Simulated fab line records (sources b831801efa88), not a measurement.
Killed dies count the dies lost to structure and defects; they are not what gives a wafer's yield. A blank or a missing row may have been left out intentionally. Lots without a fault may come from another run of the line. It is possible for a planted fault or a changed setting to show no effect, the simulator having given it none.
fab line records	flow sky130
record: lots: 12	wafers: 35	last_day: 49
route steps=708 shown METAL2@498 VIA2@522 VIA3@573 PAD_OPEN@708
lots that met no fault: from a run of the same line without faults
start_h: hours from the record's first day to the start of the lot's first wafer shown	wait_h: hours elapsed since this lot's preceding step	" unchanged from the row above	L1.1+2: several wafers, shown together as one row	- no value present, or no start provided	* or withheld: withheld	< > ~ a bound
route shown NAME@n: a module of which the file shows steps, and the number in the route of the first	usual: average and standard deviation across the fault-free wafers	same: alike in all rows	chamber/n: place in a boat	sites: per-site readings	_std_site: their standard deviation	_edge_site: the outer-site mean with the inner-site mean subtracted	radius_mm: how far each site lies from the wafer's centre	mask NAME#n: copy n	behind: the last tool/chamber to shape the wafer	hold: the reason the lot was held/the length of the hold in hours/how it ended	device: transistor that didn't switch, given as n, p or np	end of line: tests run on the same wafers once the route is complete	step lacking rows: just its recipe	killed: at the first sort, the dies lost to defects and structure; wafer yield is something else	map: a wafer's dies, x killed, . not, _ none there
set.NAME: the run value of the setting; set.NAME@STEP: its run value at that earlier step	model.NAME: the simulator's own value behind a step, which no gauge read
steps of the route over a sample of lots; a table a step, a row a wafer
services: from which hour (start_h, from the record's first day; less than 0 if before it) a tool's chamber was out of use, for how many hours, and why
== steps ==
step: SKY_METAL2_CD_MEAS_15
recipe: target_cd_nm: 140
usual: cd_nm: 139.7/1.3
lot.wafer	tool	chamber	start_h	wait_h	cd_nm
L545.1	cd_sem-01	-	817.41	-	139.5
L545.2	"	-	"	"	139.8
L545.3	"	-	"	"	140.0
L547.1	cd_sem-01	-	842.70	-	139.2
L547.2	"	-	"	"	138.8
L547.6	"	-	"	"	139.7
L548.2	cd_sem-01	-	845.81	-	138.8
L548.4	"	-	"	"	138.9
L548.6	"	-	"	"	138.6
L549.3	cd_sem-01	-	876.03	-	139.0
L549.4	"	-	"	"	138.1
L549.6	"	-	"	"	137.7
L552.1	cd_sem-02	-	878.89	-	140.0
L552.4	"	-	"	"	140.8
L552.5	"	-	"	"	141.4
L551.1	cd_sem-01	-	879.00	-	139.5
L551.3	"	-	"	"	138.4
L551.6	"	-	"	"	139.1
L553.1	cd_sem-01	-	882.44	-	139.1
L553.2	"	-	"	"	139.2
L553.4	"	-	"	"	140.2
L554.3	cd_sem-01	-	888.18	-	139.9
L554.5	"	-	"	"	140.1
L554.6	"	-	"	"	138.8
L556.3	cd_sem-02	-	903.69	-	141.2
L556.4	"	-	"	"	139.9
L556.6	"	-	"	"	140.2
L557.1	cd_sem-01	-	907.49	-	142.7
L557.4	"	-	"	"	142.0
L557.6	"	-	"	"	141.8
L558.1	cd_sem-01	-	915.40	-	140.3
L558.3	"	-	"	"	140.8
L558.6	"	-	"	"	141.2
L563.3	cd_sem-01	-	952.19	-	137.1
L563.5	"	-	"	"	138.4
step: SKY_VIA2_ETCH_15
recipe: target: SiO2	chemistry: C4F8/O2/Ar	target_depth_nm: 546	stop_on: TiN	mask_material: KrF-thick	source_w: 1500	bias_w: 1200	pressure_mtorr: 40	c4f8_flow_sccm: withheld	O2_flow_sccm: 6	Ar_flow_sccm: 300	time_s: 84
usual: oes_product_au: 0.939/0.0042
lot.wafer	tool	chamber	start_h	wait_h	oes_product_au	rf_hours_counter_h
L545.1	rie_diel-04	2	845.64	0.0	0.938	12
L545.2	"	3	"	"	0.935	12
L545.3	"	0	"	"	0.941	2
L547.1	rie_diel-04	0	870.72	0.0	0.942	3
L547.2	"	2	"	"	0.939	12
L547.6	"	1	"	"	0.939	-
L548.2	rie_diel-02	0	873.34	0.0	0.937	23
L548.4	"	3	"	"	0.938	8
L548.6	"	1	"	"	0.933	-
L549.3	rie_diel-01	3	902.70	0.0	0.941	0
L549.4	"	0	"	"	0.944	5
L549.6	"	1	"	"	0.937	-
L552.1	rie_diel-02	3	904.84	0.0	0.943	9
L552.4	"	2	"	"	0.941	12
L552.5	"	3	"	"	0.935	-
L551.1	rie_diel-01	2	905.57	0.0	0.938	8
L551.3	"	0	"	"	0.947	5
L551.6	"	3	"	"	0.935	-
L553.1	rie_diel-01	1	908.49	0.0	0.935	12
L553.2	"	3	"	"	0.942	0
L553.4	"	2	"	"	0.942	8
L554.3	rie_diel-01	3	914.97	0.0	0.940	1
L554.5	"	3	"	"	0.940	-
L554.6	"	0	"	"	0.943	-
L556.3	rie_diel-04	0	930.44	0.0	0.938	4
L556.4	"	1	"	"	0.939	16
L556.6	"	0	"	"	0.938	-
L557.1	rie_diel-02	3	933.62	0.0	0.943	10
L557.4	"	2	"	"	0.935	13
L557.6	"	3	"	"	0.932	-
L558.1	rie_diel-02	1	941.40	0.0	0.937	11
L558.3	"	2	"	"	0.937	13
L558.6	"	2	"	"	0.929	-
L563.3	rie_diel-01	2	977.87	0.0	0.942	10
L563.5	"	0	"	"	0.930	-
step: SKY_VIA3_HDPCVD_00
recipe: material: SiO2	target_thk_nm: 1635	sigma_open_frac: 0.3	time_s: 272.5	temp_c: 400	sih4_flow_sccm: 60	pressure_mtorr: 6
usual: run_length_s: 300.1/0.44
lot.wafer	tool	chamber	start_h	wait_h	run_length_s
L545.1	hdpcvd-02	2	899.98	0.0	301.0
L545.2	"	0	"	"	300.7
L545.3	"	1	"	"	299.4
L547.1	hdpcvd-01	0	923.78	0.0	300.6
L547.2	"	2	"	"	299.5
L547.6	"	2	"	"	299.5
L548.2	hdpcvd-02	2	926.70	0.0	300.5
L548.4	"	2	"	"	300.6
L548.6	"	1	"	"	299.4
L549.3	hdpcvd-02	1	955.42	0.0	299.6
L549.4	"	1	"	"	299.3
L549.6	"	0	"	"	300.4
L552.1	hdpcvd-02	0	956.75	0.0	300.7
L552.4	"	2	"	"	300.4
L552.5	"	1	"	"	299.9
L551.1	hdpcvd-02	1	957.82	0.0	299.6
L551.3	"	0	"	"	300.1
L551.6	"	1	"	"	299.3
L553.1	hdpcvd-02	2	960.87	0.0	300.0
L553.2	"	0	"	"	300.2
L553.4	"	2	"	"	300.6
L554.3	hdpcvd-01	0	966.22	0.0	300.3
L554.5	"	1	"	"	300.1
L554.6	"	2	"	"	299.7
L556.3	hdpcvd-02	0	982.30	0.0	300.2
L556.4	"	2	"	"	300.3
L556.6	"	1	"	"	299.7
L557.1	hdpcvd-02	1	986.07	0.0	300.1
L557.4	"	2	"	"	300.1
L557.6	"	0	"	"	300.4
L558.1	hdpcvd-02	2	992.64	0.0	300.4
L558.3	"	0	"	"	300.3
L558.6	"	0	"	"	300.8
L563.3	hdpcvd-01	0	1027.08	0.0	203.7
L563.5	"	2	"	"	299.2
step: SKY_VIA3_THK_MEAS_01
recipe: reads: SiO2_of_VIA3_HDPCVD_00
usual: VIA3_HDPCVD_THK: 1639/13
lot.wafer	tool	chamber	start_h	wait_h	VIA3_HDPCVD_THK[nm]
L545.1	film_metro-03	-	900.15	0.1	1621
L545.2	"	-	"	"	1633
L545.3	"	-	"	"	1614
L547.1	film_metro-04	-	924.08	0.2	1636
L547.2	"	-	"	"	1625
L547.6	"	-	"	"	1649
L548.2	film_metro-03	-	926.88	0.1	1623
L548.4	"	-	"	"	1638
L548.6	"	-	"	"	1626
L549.3	film_metro-04	-	955.61	0.1	1637
L549.4	"	-	"	"	1637
L549.6	"	-	"	"	1646
L552.1	film_metro-04	-	956.91	0.1	1625
L552.4	"	-	"	"	1626
L552.5	"	-	"	"	1627
L551.1	film_metro-04	-	957.99	0.1	1629
L551.3	"	-	"	"	1642
L551.6	"	-	"	"	1640
L553.1	film_metro-04	-	961.04	0.1	1640
L553.2	"	-	"	"	1636
L553.4	"	-	"	"	1639
L554.3	film_metro-03	-	966.41	0.1	1643
L554.5	"	-	"	"	1638
L554.6	"	-	"	"	1648
L556.3	film_metro-01	-	982.64	0.3	1651
L556.4	"	-	"	"	1629
L556.6	"	-	"	"	1635
L557.1	film_metro-04	-	986.23	0.1	1617
L557.4	"	-	"	"	1636
L557.6	"	-	"	"	1614
L558.1	film_metro-04	-	992.80	0.1	1629
L558.3	"	-	"	"	1637
L558.6	"	-	"	"	1632
L563.3	film_metro-04	-	1027.27	0.1	1081
L563.5	"	-	"	"	1661
step: SKY_VIA3_CMP_24
recipe: stop_on: SiO2	t_overpolish_s: 20	down_force_psi: 3.5	platen_rpm: 60	target_thk_nm: 0	pad_velocity_m_s: 0.94248
usual: edge_zone_pressure_frac: 1.001/0.0045	motor_current_A: 11.0/0.89	overpolish_run_s: 19.999/0.0084	time_to_endpoint_s: 94/3.4
lot.wafer	tool	chamber	start_h	wait_h	edge_zone_pressure_frac	motor_current_A	overpolish_run_s	time_to_endpoint_s
L545.1	cmp-02	3	926.55	0.1	1.008	11.0	19.993	89
L545.2	"	0	"	"	1.006	11.9	20.001	97
L545.3	"	1	"	"	1.006	11.4	20.004	89
L547.2	cmp-01	1	950.40	0.1	0.998	10.4	20.011	92
L547.1	"	2	"	"	0.998	11.3	19.995	93
L547.6	"	1	"	"	1.001	10.4	19.989	91
L548.2	cmp-02	1	952.91	0.0	1.003	11.4	20.000	98
L548.4	"	0	"	"	1.001	11.5	20.006	96
L548.6	"	1	"	"	1.001	12.1	19.999	95
L549.4	cmp-01	2	981.42	0.2	1.002	11.3	19.994	97
L549.3	"	3	"	"	1.000	8.8	20.007	97
L549.6	"	3	"	"	1.005	9.1	20.008	98
L552.1	cmp-01	2	982.63	0.1	0.997	12.3	20.006	96
L552.4	"	1	"	"	1.004	10.2	19.987	96
L552.5	"	2	"	"	1.003	11.8	20.000	97
L551.1	cmp-02	2	984.35	0.1	1.003	11.4	20.012	92
L551.3	"	0	"	"	0.995	11.2	20.007	94
L551.6	"	2	"	"	1.006	11.0	20.006	93
L553.4	cmp-01	3	986.76	0.0	1.009	8.7	20.000	98
L553.1	"	0	"	"	0.993	11.4	19.980	100
L553.2	"	1	"	"	0.995	10.0	20.000	97
L554.3	cmp-01	0	992.70	0.1	1.002	11.3	20.009	95
L554.5	"	3	"	"	1.008	8.8	19.999	93
L554.6	"	0	"	"	1.000	11.0	19.996	93
L556.4	cmp-01	1	1007.78	0.1	0.994	10.1	19.999	95
L556.3	"	3	"	"	1.004	8.6	20.014	96
L556.6	"	1	"	"	1.000	10.3	19.992	94
L557.4	cmp-02	1	1011.23	0.0	1.006	11.8	20.003	95
L557.1	"	3	"	"	0.997	11.0	19.999	97
L557.6	"	2	"	"	0.997	11.3	20.004	101
L558.3	cmp-01	1	1017.43	0.0	1.004	10.2	20.015	92
L558.1	"	3	"	"	0.997	8.9	20.008	92
L558.6	"	2	"	"	0.995	11.3	19.987	91
L563.3	cmp-02	0	1050.91	0.1	0.993	12.1	20.002	92
L563.5	"	3	"	"	0.999	11.1	19.987	87
step: SKY_PAD_OPEN_PROBE_99
usual: defect_limited_yield: 82.2/1.9	killed_at_M0_to_M3: 43/6.5	killed_at_M4_up: 3.5/1.9	killed_at_contacts: 24/5.4	killed_at_front_end: 16/4.8	killed_at_other: 0.4/0.64	killed_dies: 87/9.4	killed_open: 47/7	killed_short: 40/6.3
same: gross_dies: 492	killed_at_back_side: 0
lot.wafer	tool	chamber	start_h	wait_h	defect_limited_yield[%]	killed_at_M0_to_M3	killed_at_M4_up	killed_at_contacts	killed_at_front_end	killed_at_other	killed_dies	killed_open	killed_short
L545.1	prober-02	-	1072.59	0.1	80.1	40	6	28	24	0	98	55	43
L545.2	prober-02	-	1072.64	0.1	79.5	55	3	25	18	0	101	58	43
L545.3	prober-02	-	1072.69	0.2	79.7	45	4	26	25	0	100	54	46
L547.1	prober-01	-	1093.27	0.1	79.1	55	2	25	21	0	103	45	58
L547.2	prober-01	-	1093.32	0.1	82.7	44	3	22	16	0	85	45	40
L547.6	prober-01	-	1093.52	0.2	82.1	51	5	23	9	0	88	45	43
L548.2	prober-02	-	1094.92	0.1	80.3	45	1	28	22	1	97	52	45
L548.4	prober-02	-	1095.02	0.2	80.1	42	1	31	24	0	98	54	43
L548.6	prober-02	-	1095.12	0.2	82.3	41	0	25	21	0	87	45	42
L549.3	prober-01	-	1118.95	0.2	84.3	36	2	27	12	0	77	48	29
L549.4	prober-01	-	1119.00	0.2	83.1	41	4	22	16	0	83	46	37
L549.6	prober-01	-	1119.10	0.2	82.3	31	4	28	22	2	87	42	44
L552.1	prober-02	-	1121.41	0.1	80.9	40	9	26	18	1	94	53	41
L552.4	prober-02	-	1121.56	0.2	84.6	43	0	14	18	1	76	39	37
L552.5	prober-02	-	1121.61	0.2	84.3	42	4	12	16	3	77	41	36
L551.1	prober-01	-	1123.01	0.1	81.9	33	4	31	21	0	89	53	34
L551.3	prober-01	-	1123.11	0.2	82.9	37	2	22	23	0	84	41	41
L551.6	prober-01	-	1123.26	0.2	85.4	42	2	18	10	0	72	42	29
L553.1	prober-01	-	1124.51	0.1	78.5	60	1	25	20	0	106	56	50
L553.2	prober-01	-	1124.56	0.1	77.8	53	4	33	19	0	109	58	50
L553.4	prober-01	-	1124.66	0.2	81.3	48	3	28	13	0	92	51	41
L554.3	prober-02	-	1126.91	0.2	78.5	58	1	24	22	1	106	55	50
L554.5	prober-02	-	1127.01	0.2	81.5	43	1	25	21	1	91	45	46
L554.6	prober-02	-	1127.06	0.2	80.3	47	3	30	17	0	97	51	44
L556.3	prober-01	-	1141.91	0.2	80.3	41	3	42	11	0	97	49	46
L556.4	prober-01	-	1141.96	0.2	81.9	35	6	36	12	0	89	58	30
L556.6	prober-01	-	1142.06	0.2	82.7	39	2	31	12	1	85	48	36
L557.1	prober-02	-	1144.61	0.1	85.0	38	4	20	11	1	74	44	29
L557.4	prober-02	-	1144.76	0.2	87.6	35	0	17	8	1	61	33	27
L557.6	prober-02	-	1144.86	0.2	84.8	43	6	18	8	0	75	45	30
L558.1	prober-01	-	1149.16	0.1	82.7	44	0	22	19	0	85	51	34
L558.3	prober-01	-	1149.26	0.2	82.3	43	2	24	17	1	87	38	49
L558.6	prober-01	-	1149.41	0.2	81.3	48	3	26	15	0	92	48	44
L563.3	prober-02	-	1174.69	0.2	82.3	48	3	20	16	0	87	51	34
L563.5	prober-02	-	1174.79	0.2	82.3	37	3	29	17	1	87	47	39
killed by level:class
L545.1 CONTACT:geometric_particle:open=9 VIA1:geometric_particle:open=9 FIELD_ISO:geometric_particle:open=8 LI_CONTACT:geometric_particle:open=8 CONTACT:geometric_particle:short=5 METAL2:geometric_particle:short=5 LI_CONTACT:geometric_particle:short=4 METAL1:geometric_particle:open=4
L545.2 VIA1:geometric_particle:open=15 FIELD_ISO:geometric_particle:short=8 CONTACT:geometric_particle:short=8 VIA2:geometric_particle:open=8 CONTACT:geometric_particle:open=7 LI_CONTACT:geometric_particle:open=7 FIELD_ISO:geometric_particle:open=5 METAL2:geometric_particle:short=5
L545.3 CONTACT:geometric_particle:open=9 VIA1:geometric_particle:open=9 VIA1:geometric_particle:short=8 VIA2:geometric_particle:open=8 FIELD_ISO:geometric_particle:open=7 FIELD_ISO:geometric_particle:short=6 LI_CONTACT:geometric_particle:open=6 METAL1:geometric_particle:short=6
L547.1 VIA1:geometric_particle:short=11 VIA1:geometric_particle:open=10 CONTACT:geometric_particle:open=9 POLY_GATE:geometric_particle:short=8 VIA2:geometric_particle:open=6 METAL3:geometric_particle:short=6 CONTACT:geometric_particle:short=6 VIA3:geometric_particle:open=6
L547.2 CONTACT:geometric_particle:open=8 METAL1:geometric_particle:short=8 VIA1:geometric_particle:open=8 VIA3:geometric_particle:open=7 CONTACT:geometric_particle:short=5 LI_CONTACT:geometric_particle:open=4 LOCAL_INTERCONNECT:geometric_particle:short=4 VIA1:geometric_particle:short=4
L547.6 VIA1:geometric_particle:open=12 CONTACT:geometric_particle:open=9 METAL1:geometric_particle:short=7 VIA2:geometric_particle:open=7 CONTACT:geometric_particle:short=6 VIA3:geometric_particle:open=6 VIA1:geometric_particle:short=5 FIELD_ISO:geometric_particle:short=4
L548.2 VIA3:geometric_particle:open=11 LI_CONTACT:geometric_particle:open=8 VIA1:geometric_particle:open=8 CONTACT:geometric_particle:open=7 METAL1:geometric_particle:short=7 FIELD_ISO:geometric_particle:open=6 CONTACT:geometric_particle:short=6 LOCAL_INTERCONNECT:geometric_particle:short=5
L548.4 LI_CONTACT:geometric_particle:open=12 CONTACT:geometric_particle:open=12 METAL2:geometric_particle:short=9 POLY_GATE:geometric_particle:short=8 VIA2:geometric_particle:short=7 VIA2:geometric_particle:open=6 FIELD_ISO:geometric_particle:open=5 VIA1:geometric_particle:open=5
L548.6 LI_CONTACT:geometric_particle:open=9 CONTACT:geometric_particle:short=8 POLY_GATE:geometric_particle:short=6 METAL2:geometric_particle:short=6 VIA2:geometric_particle:open=6 FIELD_ISO:geometric_particle:short=5 POLY_GATE:geometric_particle:open=5 VIA1:geometric_particle:open=5
L549.3 CONTACT:geometric_particle:open=13 VIA3:geometric_particle:open=10 VIA1:geometric_particle:open=9 LOCAL_INTERCONNECT:geometric_particle:short=7 LI_CONTACT:geometric_particle:open=4 METAL1:geometric_particle:short=4 METAL3:geometric_particle:short=4 SONOS_ONO:geometric_particle:open=3
L549.4 CONTACT:geometric_particle:open=10 VIA2:geometric_particle:open=8 METAL2:geometric_particle:short=7 VIA3:geometric_particle:open=7 POLY_GATE:geometric_particle:open=4 LOCAL_INTERCONNECT:geometric_particle:short=4 VIA1:geometric_particle:short=4 VIA1:geometric_particle:open=4
L549.6 CONTACT:geometric_particle:open=11 FIELD_ISO:geometric_particle:short=6 LI_CONTACT:geometric_particle:open=6 FIELD_ISO:geometric_particle:open=5 CONTACT:geometric_particle:short=5 METAL2:geometric_particle:short=5 VIA2:geometric_particle:open=5 METAL3:geometric_particle:short=5
L552.1 LI_CONTACT:geometric_particle:open=11 VIA1:geometric_particle:open=11 VIA2:geometric_particle:open=9 METAL4:geometric_particle:short=6 POLY_GATE:geometric_particle:short=5 FIELD_ISO:geometric_particle:open=4 LI_CONTACT:geometric_particle:short=4 LOCAL_INTERCONNECT:geometric_particle:short=4
L552.4 VIA1:geometric_particle:open=11 VIA2:geometric_particle:open=9 METAL2:geometric_particle:short=8 FIELD_ISO:geometric_particle:short=5 LI_CONTACT:geometric_particle:open=5 FIELD_ISO:geometric_particle:open=4 LI_CONTACT:geometric_particle:short=4 METAL1:geometric_particle:short=4
L552.5 VIA1:geometric_particle:open=16 FIELD_ISO:geometric_particle:short=6 VIA1:geometric_particle:short=6 FIELD_ISO:geometric_particle:open=5 POLY_GATE:geometric_particle:short=3 LI_CONTACT:geometric_particle:open=3 LOCAL_INTERCONNECT:geometric_particle:short=3 CONTACT:geometric_particle:open=3
L551.1 CONTACT:geometric_particle:open=11 VIA1:geometric_particle:open=9 VIA2:geometric_particle:open=7 VIA3:geometric_particle:open=7 FIELD_ISO:geometric_particle:open=6 LI_CONTACT:geometric_particle:open=6 LI_CONTACT:geometric_particle:short=5 LOCAL_INTERCONNECT:geometric_particle:short=5
L551.3 VIA1:geometric_particle:open=9 CONTACT:geometric_particle:open=8 METAL1:geometric_particle:short=8 FIELD_ISO:geometric_particle:short=7 CONTACT:geometric_particle:short=6 VIA3:geometric_particle:open=5 POLY_GATE:geometric_particle:short=4 LI_CONTACT:geometric_particle:open=4
L551.6 VIA1:geometric_particle:open=11 METAL1:geometric_particle:short=9 LI_CONTACT:geometric_particle:open=7 VIA2:geometric_particle:open=7 CONTACT:geometric_particle:open=6 METAL2:geometric_particle:short=4 LI_CONTACT:geometric_particle:short=3 VIA3:geometric_particle:open=3
L553.1 VIA1:geometric_particle:open=13 VIA2:geometric_particle:open=9 LI_CONTACT:geometric_particle:open=8 CONTACT:geometric_particle:open=8 METAL1:geometric_particle:short=8 VIA3:geometric_particle:open=7 FIELD_ISO:geometric_particle:short=6 VIA3:geometric_particle:short=6
L553.2 VIA1:geometric_particle:open=12 CONTACT:geometric_particle:open=10 METAL2:geometric_particle:short=9 LI_CONTACT:geometric_particle:open=9 VIA3:geometric_particle:open=8 CONTACT:geometric_particle:short=7 SPACER:geometric_particle:short=6 METAL1:geometric_particle:short=6
L553.4 VIA1:geometric_particle:open=13 LI_CONTACT:geometric_particle:open=10 VIA1:geometric_particle:short=8 VIA2:geometric_particle:open=8 VIA3:geometric_particle:open=7 CONTACT:geometric_particle:open=6 FIELD_ISO:geometric_particle:open=5 LI_CONTACT:geometric_particle:short=5
L554.3 VIA1:geometric_particle:open=15 CONTACT:geometric_particle:open=12 METAL2:geometric_particle:short=9 METAL1:geometric_particle:short=8 POLY_GATE:geometric_particle:short=6 VIA3:geometric_particle:open=6 LI_CONTACT:geometric_particle:open=5 VIA1:geometric_particle:short=5
L554.5 VIA1:geometric_particle:open=13 FIELD_ISO:geometric_particle:short=7 POLY_GATE:geometric_particle:short=7 CONTACT:geometric_particle:open=7 VIA1:geometric_particle:short=7 LI_CONTACT:geometric_particle:open=6 VIA2:geometric_particle:open=6 CONTACT:geometric_particle:short=5
L554.6 VIA1:geometric_particle:open=12 CONTACT:geometric_particle:open=11 CONTACT:geometric_particle:short=9 METAL1:geometric_particle:short=6 METAL2:geometric_particle:short=6 LI_CONTACT:geometric_particle:open=5 POLY_GATE:geometric_particle:short=4 SPACER:geometric_particle:open=4
L556.3 LI_CONTACT:geometric_particle:open=17 LOCAL_INTERCONNECT:geometric_particle:short=12 VIA1:geometric_particle:open=12 VIA1:geometric_particle:short=8 CONTACT:geometric_particle:open=7 METAL1:geometric_particle:short=4 FIELD_ISO:geometric_particle:short=3 POLY_GATE:geometric_particle:short=3
L556.4 CONTACT:geometric_particle:open=18 VIA1:geometric_particle:open=10 LI_CONTACT:geometric_particle:open=7 POLY_GATE:geometric_particle:short=6 LOCAL_INTERCONNECT:geometric_particle:short=5 METAL1:geometric_particle:short=5 METAL2:geometric_particle:short=5 VIA2:geometric_particle:open=5
L556.6 VIA1:geometric_particle:open=10 LI_CONTACT:geometric_particle:open=8 LOCAL_INTERCONNECT:geometric_particle:short=8 CONTACT:geometric_particle:open=7 VIA3:geometric_particle:open=6 VIA1:geometric_particle:short=5 FIELD_ISO:geometric_particle:short=4 FIELD_ISO:geometric_particle:open=4
L557.1 VIA1:geometric_particle:open=13 CONTACT:geometric_particle:open=9 VIA3:geometric_particle:open=6 METAL1:geometric_particle:short=5 CONTACT:geometric_particle:short=5 POLY_GATE:geometric_particle:open=4 POLY_GATE:geometric_particle:short=4 LI_CONTACT:geometric_particle:open=4
L557.4 CONTACT:geometric_particle:open=7 VIA3:geometric_particle:open=7 LI_CONTACT:geometric_particle:open=5 VIA1:geometric_particle:open=5 VIA2:geometric_particle:open=5 METAL3:geometric_particle:short=4 METAL2:geometric_particle:short=4 FIELD_ISO:geometric_particle:short=3
L557.6 LI_CONTACT:geometric_particle:open=10 VIA1:geometric_particle:open=10 VIA2:geometric_particle:open=6 METAL3:geometric_particle:short=5 VIA3:geometric_particle:open=5 POLY_GATE:geometric_particle:short=3 CONTACT:geometric_particle:open=3 METAL1:geometric_particle:short=3
L558.1 VIA1:geometric_particle:open=12 CONTACT:geometric_particle:open=8 VIA3:geometric_particle:open=7 METAL1:geometric_particle:short=6 LI_CONTACT:geometric_particle:open=5 VIA2:geometric_particle:open=5 FIELD_ISO:geometric_particle:open=4 FIELD_ISO:geometric_particle:short=4
L558.3 METAL1:geometric_particle:short=11 CONTACT:geometric_particle:open=9 VIA1:geometric_particle:open=8 METAL2:geometric_particle:short=5 FIELD_ISO:geometric_particle:open=4 POLY_GATE:geometric_particle:open=4 POLY_GATE:geometric_particle:short=4 LI_CONTACT:geometric_particle:open=4
L558.6 METAL1:geometric_particle:short=11 VIA1:geometric_particle:open=11 CONTACT:geometric_particle:open=10 METAL2:geometric_particle:short=6 VIA2:geometric_particle:open=6 FIELD_ISO:geometric_particle:short=4 POLY_GATE:geometric_particle:open=4 LI_CONTACT:geometric_particle:open=4
L563.3 VIA1:geometric_particle:open=12 VIA2:geometric_particle:open=10 LI_CONTACT:geometric_particle:open=7 CONTACT:geometric_particle:open=6 VIA1:geometric_particle:short=6 POLY_GATE:geometric_particle:open=5 LI_CONTACT:geometric_particle:short=5 METAL1:geometric_particle:short=5
L563.5 LI_CONTACT:geometric_particle:open=10 CONTACT:geometric_particle:open=10 VIA3:geometric_particle:open=8 METAL2:geometric_particle:short=6 FIELD_ISO:geometric_particle:open=5 CONTACT:geometric_particle:short=5 VIA1:geometric_particle:short=5 POLY_GATE:geometric_particle:open=4
== services ==
tool	chamber	start_h	hours	kind
rie_diel-01	-	835.89	0.3	repair
cmp-01	-	849.92	7.5	pm
rie_diel-01	3	860.37	-	clean
rie_diel-01	3	860.37	26.5	scheduled_down
rie_diel-01	3	860.37	26.5	vent_cycle
rie_diel-02	1	887.22	10.5	repair
cmp-02	-	887.99	2.6	repair
rie_diel-02	3	911.97	2.5	repair
cmp-02	-	912.00	4.0	pm
hdpcvd-01	-	913.84	0.7	repair
cmp-02	-	916.00	-	consumable_replace:conditioner
cmp-02	-	916.00	-	consumable_replace:pad
cmp-02	-	916.32	6.9	pm
rie_diel-04	1	916.97	7.2	repair
hdpcvd-01	1	923.08	15.2	repair
rie_diel-02	-	930.16	0.3	repair
hdpcvd-01	-	950.25	15.0	pm
hdpcvd-01	0	950.25	15.0	vent_cycle
hdpcvd-02	-	950.94	1.0	repair
rie_diel-01	-	961.77	0.5	repair
cmp-02	-	994.74	6.1	pm
cmp-02	-	1014.51	2.5	repair
rie_diel-04	-	1025.73	2.8	pm
rie_diel-02	1	1032.82	2.0	repair
== key ==
first_sign: step: SKY_VIA3_HDPCVD_00	reading: run_length_s	direction: down	sigmas: 99+	usual: *	struck: *
effect: step: SKY_VIA3_THK_MEAS_01	reading: VIA3_HDPCVD_THK	direction: down	sigmas: 41	usual: 1639	struck: 1081
met_at SKY_VIA3_HDPCVD_00
struck_lots L563
struck_wafers L563.3
not_acting_at SKY_METAL2_CD_MEAS_15,SKY_VIA2_ETCH_15,SKY_VIA3_CMP_24
onset_between 966.22 1027.08
fault: kind: process_parameter_drift	tool: hdpcvd-01	chamber: -	onset_h: 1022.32	steps: SKY_VIA3_HDPCVD_00	channel: time_s	offset: *	shape: step	end_h: 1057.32	scope: struck_wafers_only	acts_in: *	stated: *
